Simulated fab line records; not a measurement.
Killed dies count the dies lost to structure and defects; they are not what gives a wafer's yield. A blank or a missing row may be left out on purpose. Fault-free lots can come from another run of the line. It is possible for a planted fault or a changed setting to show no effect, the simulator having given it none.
fab line records	flow sky130
[record] lots = 6	wafers = 18	last_day = 50
route steps=708 shown FIELD_ISO@18 PAD_OPEN@708
lots that met no fault: taken from a fault-free run of the same line
start_h: hours from the record's first day to the start of the lot's first wafer shown	wait_h: how many hours have passed since the lot's step before this one	" unchanged from the row above	L1.1+2: several wafers, shown together as one row	- either no value or no given start	* or withheld: withheld	< > ~ a bound
route shown NAME@n: names a module that has steps shown in the file, with the first one's number in the route	usual: the fault-free wafers' mean and standard deviation	same: alike in all rows	chamber/n: place in a boat	sites: each site's reading	_std_site: their standard deviation	_edge_site: the outer-site mean with the inner-site mean subtracted	radius_mm: for every site, how far away it sits from the centre of the wafer	mask NAME#n: copy n	behind: the tool/chamber that last shaped the wafer	hold: cause of the lot's hold/its duration in hours/its outcome	device: the transistor (n, p or np) that didn't switch	end of line: the tests these same wafers got at the end of their route	step lacking rows: just its recipe	killed: not the wafer's yield, but the dies lost to structure and defects at the first sort	map: shows each die of a wafer: x if killed, . if not, _ if none is there
set.NAME: the setting that was run; set.NAME@STEP: the one run at that earlier step	model.NAME: the simulator's own value behind a step, which no gauge read
lots seen at some steps along the route; tables by step, rows by wafer
services: from which hour (start_h, from the record's first day; less than 0 if before it) a tool's chamber was out of use, for how many hours, and why
[[steps]]
[step SKY_FIELD_ISO_ETCH_17]
[recipe] target_depth_a = 3420	mask_material = Si3N4	chemistry = HBr/Cl2/O2	target = Si	taper_deg = 5	icp_w = 600	bias_w = 150	pressure_mtorr = 15	HBr_flow_sccm = 150	Cl2_flow_sccm = 40	O2_flow_sccm = 6	time_s = 97.7
[usual] HBr_flow_sccm = 150.0/0.44	O2_flow_sccm = 5.998/0.016	chamber_pressure_mTorr = 14.998/0.014	drypump_motor_current_A = 5.4/0.41	he_backside_leak_sccm = 2.8/0.31	oes_product_au = 1.009/0.016	throttle_valve_pct = 25.652/0.014
lot.wafer	tool	chamber	start_h	wait_h	HBr_flow_sccm	O2_flow_sccm	chamber_pressure_mTorr	drypump_motor_current_A	he_backside_leak_sccm	oes_product_au	rf_hours_counter_h	throttle_valve_pct
L931.1	rie_si-01	1	69.32	0.1	149.9	5.991	14.991	6.0	2.9	0.983	68	25.665
L931.3	"	2	"	"	150.3	6.002	15.009	5.6	2.7	1.020	147	25.647
L931.5	"	1	"	"	149.8	5.983	14.986	6.0	2.6	0.988	-	25.663
L932.1	rie_si-02	0	73.61	0.1	149.4	6.004	14.991	4.7	2.8	1.022	132	25.639
L932.2	"	1	"	"	149.2	5.994	15.016	5.0	2.7	0.999	2	25.671
L932.6	"	0	"	"	149.2	5.963	15.001	4.7	2.9	1.018	-	25.635
L939.3	rie_si-01	1	113.45	0.0	149.9	6.006	15.029	6.0	2.8	0.993	69	25.663
L939.4	"	3	"	"	149.8	5.994	14.999	5.9	2.6	1.004	116	25.650
L939.5	"	0	"	"	149.3	5.997	15.000	5.5	2.9	1.030	-	25.643
L940.1	rie_si-02	1	116.47	0.1	150.3	5.994	15.017	5.0	2.5	1.004	2	25.670
L940.4	"	0	"	"	150.7	5.967	15.006	4.7	2.9	1.022	132	25.641
L940.5	"	3	"	"	149.9	6.010	15.001	5.4	3.0	1.022	-	25.634
L945.1	rie_si-01	2	141.62	0.1	150.1	6.017	14.973	5.6	2.4	0.999	0	25.656
L945.2	"	1	"	"	151.1	5.976	15.013	5.9	2.8	0.990	69	25.675
L945.5	"	0	"	"	149.5	6.022	14.987	5.4	2.7	1.006	-	25.635
L946.1	rie_si-02	2	148.21	0.1	149.8	5.982	15.013	5.6	2.9	1.017	120	25.653
L946.4	"	3	"	"	150.2	6.003	14.998	5.5	3.1	1.020	1	25.641
L946.6	"	1	"	"	149.8	5.975	15.009	5.0	2.6	0.982	-	25.660
[step SKY_FIELD_ISO_WET_ETCH_18]
[recipe] chemistry = H3PO4	target_depth_nm = 25	temp_c = 160	target = Si3N4	time_s = 286
[step SKY_FIELD_ISO_CLEAN_19]
[recipe] chemistry = SC1/SC2	mix = 1:4:20	temp_c = 70	time_s = 150
[step SKY_FIELD_ISO_CLEAN_20]
[recipe] chemistry = dHF	time_s = 20	dilution = 100:1
[step SKY_FIELD_ISO_WET_ETCH_21]
[recipe] chemistry = dHF	dilution = 100:1	target_depth_nm = 20	dry = ipa_marangoni	target = SiO2	temp_c = 25	time_s = 400
[step SKY_FIELD_ISO_OXIDATION_22]
[recipe] temp_c = 950	ambient = O2	stabilise_s = 600	purge_s = 300	target_thk_a = 100	ox_time_s = 623
[step SKY_FIELD_ISO_THK_MEAS_23]
[recipe] reads = SiO2_of_FIELD_ISO_OXIDATION_22
[usual] FIELD_ISO_OXIDATION_01_THK = 10.01/0.21
lot.wafer	tool	chamber	start_h	wait_h	FIELD_ISO_OXIDATION_01_THK[nm]
L931.1	film_metro-01	-	70.89	0.0	10.09
L931.3	"	-	"	"	9.87
L931.5	"	-	"	"	9.89
L932.1	film_metro-04	-	75.13	0.0	10.36
L932.2	"	-	"	"	10.22
L932.6	"	-	"	"	10.25
L939.3	film_metro-04	-	115.46	0.0	9.99
L939.4	"	-	"	"	10.10
L939.5	"	-	"	"	10.02
L940.1	film_metro-02	-	118.31	0.0	10.06
L940.4	"	-	"	"	10.15
L940.5	"	-	"	"	9.95
L945.1	film_metro-01	-	143.96	0.0	9.89
L945.2	"	-	"	"	9.86
L945.5	"	-	"	"	9.99
L946.1	film_metro-01	-	149.75	0.0	9.92
L946.4	"	-	"	"	9.77
L946.6	"	-	"	"	9.62
[step SKY_FIELD_ISO_CVD_24]
[recipe] material = SiO2	target_thk_nm = 595	temp_c = 650	sigma_open_frac = 0.3	time_s = 99.2	sih4_flow_sccm = 60	pressure_mtorr = 6
[step SKY_FIELD_ISO_THK_MEAS_25]
[recipe] reads = SiO2_of_FIELD_ISO_CVD_24
[usual] FIELD_ISO_CVD_24_THK = 596/6.4
lot.wafer	tool	chamber	start_h	wait_h	FIELD_ISO_CVD_24_THK[nm]
L931.1	film_metro-01	-	71.02	0.0	605
L931.3	"	-	"	"	593
L931.5	"	-	"	"	596
L932.1	film_metro-02	-	75.26	0.0	598
L932.2	"	-	"	"	590
L932.6	"	-	"	"	603
L939.3	film_metro-04	-	115.59	0.1	601
L939.4	"	-	"	"	601
L939.5	"	-	"	"	596
L940.1	film_metro-01	-	118.44	0.0	592
L940.4	"	-	"	"	593
L940.5	"	-	"	"	585
L945.1	film_metro-02	-	144.09	0.0	602
L945.2	"	-	"	"	598
L945.5	"	-	"	"	590
L946.1	film_metro-04	-	149.88	0.0	601
L946.4	"	-	"	"	590
L946.6	"	-	"	"	606
[step SKY_FIELD_ISO_ANNEAL_26]
[recipe] temp_c = 1000	time_s = 1800	ambient = N2
[step SKY_FIELD_ISO_CMP_27]
[recipe] stop_on = Si3N4	t_overpolish_s = 16	down_force_psi = 4	platen_rpm = 60	target_thk_nm = 457.8	pad_velocity_m_s = 0.94248
[usual] motor_current_A = 12.3/0.98	overpolish_run_s = 16.000/0.0099	time_to_endpoint_s = 107/5.2
lot.wafer	tool	chamber	start_h	wait_h	motor_current_A	overpolish_run_s	time_to_endpoint_s
L931.3	cmp-01	0	73.39	0.1	10.8	16.012	114
L931.1	"	1	"	"	12.7	15.980	103
L931.5	"	2	"	"	13.1	16.003	114
L932.1	cmp-01	3	77.19	0.1	12.5	15.988	101
L932.2	"	0	"	"	11.1	16.024	111
L932.6	"	2	"	"	13.9	16.010	109
L939.4	cmp-02	3	117.13	0.0	12.4	16.008	105
L939.3	"	2	"	"	11.1	15.997	98
L939.5	"	0	"	"	10.9	15.998	106
L940.4	cmp-02	1	121.04	0.0	13.1	16.005	111
L940.1	"	3	"	"	12.4	15.994	105
L940.5	"	1	"	"	12.5	15.994	108
L945.1	cmp-01	2	145.65	0.0	13.1	16.004	113
L945.2	"	0	"	"	10.5	15.998	118
L945.5	"	2	"	"	13.5	16.024	110
L946.4	cmp-02	0	152.29	0.0	11.4	16.018	107
L946.1	"	3	"	"	13.5	16.017	107
L946.6	"	1	"	"	12.6	15.995	105
[step SKY_FIELD_ISO_WET_ETCH_28]
[recipe] chemistry = dHF	target_depth_nm = 23.7	target = SiO2	dilution = 10:1	temp_c = 25	time_s = 47
[step SKY_FIELD_ISO_WET_ETCH_29]
[recipe] chemistry = H3PO4	target_depth_nm = 160	target = Si3N4	temp_c = 160	time_s = 1825
[usual] bath_guard_temp_C = 159.9/0.54	bath_heat_duty_pct = 26.0/2.1
lot.wafer	tool	chamber	start_h	wait_h	bath_guard_temp_C	bath_heat_duty_pct	model.Si3N4_of_FIELD_ISO_CVD_03.thk_nm
L931.1	wet_bench-04	2	73.61	0.0	160.5	24.3	0
L931.3	"	2	"	"	160.7	22.2	0
L931.5	"	2	"	"	160.7	24.7	0
L932.1	wet_bench-03	3	77.41	0.0	159.9	25.5	0
L932.2	"	3	"	"	160.1	25.9	0
L932.6	"	3	"	"	159.9	26.1	0
L939.3	wet_bench-03	3	117.46	0.0	-	-	116.5
L939.4	"	3	"	"	-	-	115.6
L939.5	"	3	"	"	-	-	117.1
L940.1	wet_bench-02	2	121.36	0.0	-	-	118.3
L940.4	"	2	"	"	-	-	118
L940.5	"	2	"	"	-	-	118
L945.1	wet_bench-02	3	145.97	0.0	159.4	24.3	0
L945.2	"	3	"	"	159.3	23.0	0
L945.5	"	3	"	"	159.6	25.1	0
L946.1	wet_bench-04	2	152.61	0.0	160.8	23.3	0
L946.4	"	2	"	"	160.5	24.0	0
L946.6	"	2	"	"	160.7	25.4	0
[step SKY_FIELD_ISO_WET_ETCH_30]
[recipe] chemistry = dHF	target_depth_nm = 25	target = SiO2	dilution = 10:1	temp_c = 25	time_s = 50
[step SKY_PAD_OPEN_PROBE_99]
[usual] killed_at_M0_to_M3 = 43/7	killed_at_M4_up = 3.5/1.9	killed_at_contacts = 24/5.3	killed_at_front_end = 15/4.4	killed_at_other = 0.3/0.69	killed_dies = 87/9.7	killed_on_rim = 17/4.3	killed_open = 48/7	killed_short = 39/6.4
[same] gross_dies = 492	killed_at_back_side = 0
lot.wafer	tool	chamber	start_h	wait_h	killed_at_M0_to_M3	killed_at_M4_up	killed_at_contacts	killed_at_front_end	killed_at_other	killed_dies	killed_on_rim	killed_open	killed_short
L931.1	prober-02	-	1121.30	0.1	43	3	21	15	0	82	16	41	41
L931.3	prober-02	-	1121.40	0.2	34	5	26	11	0	76	12	40	36
L931.5	prober-02	-	1121.50	0.2	28	3	16	10	0	57	15	33	24
L932.1	prober-01	-	1124.37	0.1	50	2	30	7	0	89	12	44	44
L932.2	prober-01	-	1124.42	0.1	42	3	24	9	1	79	14	37	42
L932.6	prober-01	-	1124.62	0.2	37	3	20	12	0	72	9	35	37
L939.3	prober-01	-	1164.17	0.2	41	6	29	416	0	492	96	45	45
L939.4	prober-01	-	1164.22	0.2	49	9	22	412	0	492	96	52	42
L939.5	prober-01	-	1164.27	0.2	46	5	28	413	0	492	96	57	36
L940.1	prober-02	-	1168.87	0.1	49	2	23	418	0	492	96	42	46
L940.4	prober-02	-	1169.02	0.2	45	3	25	418	1	492	96	46	43
L940.5	prober-02	-	1169.07	0.2	49	3	17	423	0	492	96	37	46
L945.1	prober-01	-	1194.54	0.1	43	2	22	10	1	78	11	52	26
L945.2	prober-01	-	1194.59	0.1	48	6	33	15	0	102	17	60	42
L945.5	prober-01	-	1194.74	0.2	37	3	31	18	0	89	17	47	42
L946.1	prober-01	-	1199.89	0.1	42	6	24	8	0	80	17	41	39
L946.4	prober-01	-	1200.04	0.2	44	2	24	12	0	82	14	44	38
L946.6	prober-01	-	1200.14	0.2	32	2	21	9	0	64	11	37	27
// killed by level:class
L931.1 VIA1:geometric_particle:open=8 METAL2:geometric_particle:short=8 LOCAL_INTERCONNECT:geometric_particle:short=7 CONTACT:geometric_particle:open=7 VIA1:geometric_particle:short=6 VIA3:geometric_particle:open=6 POLY_GATE:geometric_particle:open=4 VIA2:geometric_particle:open=4
L931.3 CONTACT:geometric_particle:open=9 VIA1:geometric_particle:open=6 VIA2:geometric_particle:open=6 METAL2:geometric_particle:short=5 LOCAL_INTERCONNECT:geometric_particle:short=5 CONTACT:geometric_particle:short=5 VIA3:geometric_particle:open=5 FIELD_ISO:geometric_particle:open=4
L931.5 VIA1:geometric_particle:open=14 LI_CONTACT:geometric_particle:open=7 CONTACT:geometric_particle:open=5 FIELD_ISO:geometric_particle:short=4 METAL1:geometric_particle:short=3 METAL2:geometric_particle:short=3 POLY_GATE:geometric_particle:short=2 LI_CONTACT:geometric_particle:short=2
L932.1 CONTACT:geometric_particle:open=9 LI_CONTACT:geometric_particle:open=8 VIA3:geometric_particle:open=8 METAL3:geometric_particle:short=7 METAL1:geometric_particle:short=7 VIA1:geometric_particle:short=7 VIA2:geometric_particle:open=5 VIA1:geometric_particle:open=5
L932.2 VIA1:geometric_particle:open=10 CONTACT:geometric_particle:open=8 METAL1:geometric_particle:short=6 VIA1:geometric_particle:short=6 FIELD_ISO:geometric_particle:short=5 LI_CONTACT:geometric_particle:short=4 LI_CONTACT:geometric_particle:open=4 LOCAL_INTERCONNECT:geometric_particle:short=4
L932.6 CONTACT:geometric_particle:open=9 VIA1:geometric_particle:open=8 METAL1:geometric_particle:short=7 CONTACT:geometric_particle:short=5 POLY_GATE:geometric_particle:open=4 VIA3:geometric_particle:short=4 VIA3:geometric_particle:open=4 FIELD_ISO:geometric_particle:short=3
L939.3 FIELD_ISO:area_etch=402 CONTACT:geometric_particle:open=12 METAL1:geometric_particle:short=7 LI_CONTACT:geometric_particle:short=6 VIA1:geometric_particle:open=6 VIA2:geometric_particle:open=6 POLY_GATE:geometric_particle:open=5 CONTACT:geometric_particle:short=5
L939.4 FIELD_ISO:area_etch=397 CONTACT:geometric_particle:open=13 VIA2:geometric_particle:open=9 METAL2:geometric_particle:short=8 VIA1:geometric_particle:open=8 METAL1:geometric_particle:short=6 POLY_GATE:geometric_particle:short=5 VIA3:geometric_particle:open=5
L939.5 FIELD_ISO:area_etch=399 VIA1:geometric_particle:open=12 CONTACT:geometric_particle:open=11 LI_CONTACT:geometric_particle:open=8 VIA2:geometric_particle:open=7 FIELD_ISO:geometric_particle:open=6 CONTACT:geometric_particle:short=5 METAL1:geometric_particle:short=5
L940.1 FIELD_ISO:area_etch=403 VIA1:geometric_particle:open=11 METAL2:geometric_particle:short=8 CONTACT:geometric_particle:open=8 LOCAL_INTERCONNECT:geometric_particle:short=7 VIA2:geometric_particle:open=7 POLY_GATE:geometric_particle:short=6 VIA1:geometric_particle:short=5
L940.4 FIELD_ISO:area_etch=402 CONTACT:geometric_particle:open=13 VIA3:geometric_particle:open=9 VIA1:geometric_particle:open=9 METAL1:geometric_particle:short=9 CONTACT:geometric_particle:short=6 FIELD_ISO:geometric_particle:short=5 METAL2:geometric_particle:short=5
L940.5 FIELD_ISO:area_etch=409 VIA1:geometric_particle:open=10 VIA1:geometric_particle:short=9 CONTACT:geometric_particle:open=6 METAL2:geometric_particle:short=6 VIA3:geometric_particle:open=5 FIELD_ISO:geometric_particle:open=4 POLY_GATE:geometric_particle:short=4
L945.1 VIA1:geometric_particle:open=11 CONTACT:geometric_particle:open=9 VIA1:geometric_particle:short=9 LI_CONTACT:geometric_particle:open=7 VIA2:geometric_particle:open=6 VIA3:geometric_particle:open=6 CONTACT:geometric_particle:short=4 FIELD_ISO:geometric_particle:open=3
L945.2 VIA1:geometric_particle:open=16 CONTACT:geometric_particle:open=16 LI_CONTACT:geometric_particle:open=7 METAL4:geometric_particle:short=6 VIA2:geometric_particle:open=6 FIELD_ISO:geometric_particle:open=5 LOCAL_INTERCONNECT:geometric_particle:short=5 METAL1:geometric_particle:short=5
L945.5 LI_CONTACT:geometric_particle:open=11 CONTACT:geometric_particle:open=8 VIA1:geometric_particle:open=8 CONTACT:geometric_particle:short=7 METAL1:geometric_particle:short=7 VIA3:geometric_particle:open=6 VIA2:geometric_particle:open=5 FIELD_ISO:geometric_particle:short=4
L946.1 CONTACT:geometric_particle:open=9 VIA1:geometric_particle:open=8 VIA3:geometric_particle:open=7 VIA1:geometric_particle:short=6 CONTACT:geometric_particle:short=6 VIA2:geometric_particle:open=6 LOCAL_INTERCONNECT:geometric_particle:short=5 METAL2:geometric_particle:short=5
L946.4 CONTACT:geometric_particle:open=8 VIA2:geometric_particle:open=8 VIA1:geometric_particle:short=7 LI_CONTACT:geometric_particle:open=7 METAL1:geometric_particle:short=7 VIA3:geometric_particle:open=6 VIA1:geometric_particle:open=5 FIELD_ISO:geometric_particle:open=4
L946.6 VIA2:geometric_particle:open=7 CONTACT:geometric_particle:open=6 VIA3:geometric_particle:open=5 LI_CONTACT:geometric_particle:open=4 CONTACT:geometric_particle:short=4 METAL1:geometric_particle:short=4 VIA3:geometric_particle:short=4 VIA1:geometric_particle:open=4
// map L939.3 (x killed, . not)
__________xxxxxxxxxx_________
________xxxxxxxxxxxxxx_______
______xxxxxxxxxxxxxxxxxx_____
_____xxxxxxxxxxxxxxxxxxxx____
____xxxxxxxxxxxxxxxxxxxxxx___
___xxxxxxxxxxxxxxxxxxxxxxxx__
__xxxxxxxxxxxxxxxxxxxxxxxxxx_
_xxxxxxxxxxxxxxxxxxxxxxxxxxxx
_xxxxxxxxxxxxxxxxxxxxxxxxxxxx
_xxxxxxxxxxxxxxxxxxxxxxxxxxxx
_xxxxxxxxxxxxxxxxxxxxxxxxxxxx
_xxxxxxxxxxxxxxxxxxxxxxxxxxxx
_xxxxxxxxxxxxxxxxxxxxxxxxxxxx
_xxxxxxxxxxxxxxxxxxxxxxxxxxxx
_xxxxxxxxxxxxxxxxxxxxxxxxxxxx
__xxxxxxxxxxxxxxxxxxxxxxxxxx_
___xxxxxxxxxxxxxxxxxxxxxxxx__
____xxxxxxxxxxxxxxxxxxxxxx___
_____xxxxxxxxxxxxxxxxxxxx____
______xxxxxxxxxxxxxxxxxx_____
________xxxxxxxxxxxxxx_______
__________xxxxxxxxxx_________
// map L940.1 (x killed, . not)
__________xxxxxxxxxx_________
________xxxxxxxxxxxxxx_______
______xxxxxxxxxxxxxxxxxx_____
_____xxxxxxxxxxxxxxxxxxxx____
____xxxxxxxxxxxxxxxxxxxxxx___
___xxxxxxxxxxxxxxxxxxxxxxxx__
__xxxxxxxxxxxxxxxxxxxxxxxxxx_
_xxxxxxxxxxxxxxxxxxxxxxxxxxxx
_xxxxxxxxxxxxxxxxxxxxxxxxxxxx
_xxxxxxxxxxxxxxxxxxxxxxxxxxxx
_xxxxxxxxxxxxxxxxxxxxxxxxxxxx
_xxxxxxxxxxxxxxxxxxxxxxxxxxxx
_xxxxxxxxxxxxxxxxxxxxxxxxxxxx
_xxxxxxxxxxxxxxxxxxxxxxxxxxxx
_xxxxxxxxxxxxxxxxxxxxxxxxxxxx
__xxxxxxxxxxxxxxxxxxxxxxxxxx_
___xxxxxxxxxxxxxxxxxxxxxxxx__
____xxxxxxxxxxxxxxxxxxxxxx___
_____xxxxxxxxxxxxxxxxxxxx____
______xxxxxxxxxxxxxxxxxx_____
________xxxxxxxxxxxxxx_______
__________xxxxxxxxxx_________
[[services]]
tool	chamber	start_h	hours	kind
cmp-01	-	48.37	6.5	pm
cmp-02	-	64.00	4.0	pm
cmp-02	-	68.00	-	consumable_replace:conditioner
cmp-02	-	68.00	-	consumable_replace:pad
cmp-02	-	69.45	9.8	pm
rie_si-01	3	75.33	2.6	repair
cmp-01	-	79.22	7.0	pm
rie_si-02	1	82.22	3.7	repair
rie_si-01	2	94.91	-	clean
rie_si-01	2	94.91	17.3	scheduled_down
rie_si-01	2	94.91	17.3	vent_cycle
rie_si-02	0	103.71	2.9	repair
cmp-01	-	116.70	1.5	repair
cmp-01	-	118.23	1.6	repair
rie_si-01	3	148.61	15.4	repair
[[key]]
[first_sign] step = SKY_FIELD_ISO_WET_ETCH_29	reading = tool_record	direction = missing
[effect] step = SKY_PAD_OPEN_PROBE_99	reading = killed_at_front_end	direction = up	sigmas = 92	usual = 15	struck = 417
[model_effect] step = SKY_FIELD_ISO_WET_ETCH_29	value = Si3N4_of_FIELD_ISO_CVD_03.thk_nm	without = 0	struck = 117.3
[more_kills_born_at] SKY_FIELD_ISO_WET_ETCH_29@wet_bench-02 = 1214	SKY_FIELD_ISO_WET_ETCH_29@wet_bench-03 = 1198
met_at SKY_FIELD_ISO_WET_ETCH_29
struck_wafers L939.3,L939.4,L939.5,L940.1,L940.4,L940.5
later_rows_left_out L939.3,L939.4,L939.5,L940.1,L940.4,L940.5
tester_left_out L939,L940
onset_between 77.41 117.46
[fault] kind = skipped_step_whole	tool = wet_bench-02,wet_bench-03	chamber = -	onset_h = 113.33	steps = SKY_FIELD_ISO_WET_ETCH_29	scope = struck_lots_only
// tester_left_out: of these lots the tester's yield and bins aren't shown, on N5 and GAA mostly nor the transistor test; their killed dies are dies lost to structure and defects alone, not to doping, threshold or leakage, so they don't give the yield
// later_rows_left_out: the simulator's readings of these wafers behind a module that went badly wrong aren't trusted and aren't shown, but for the sort
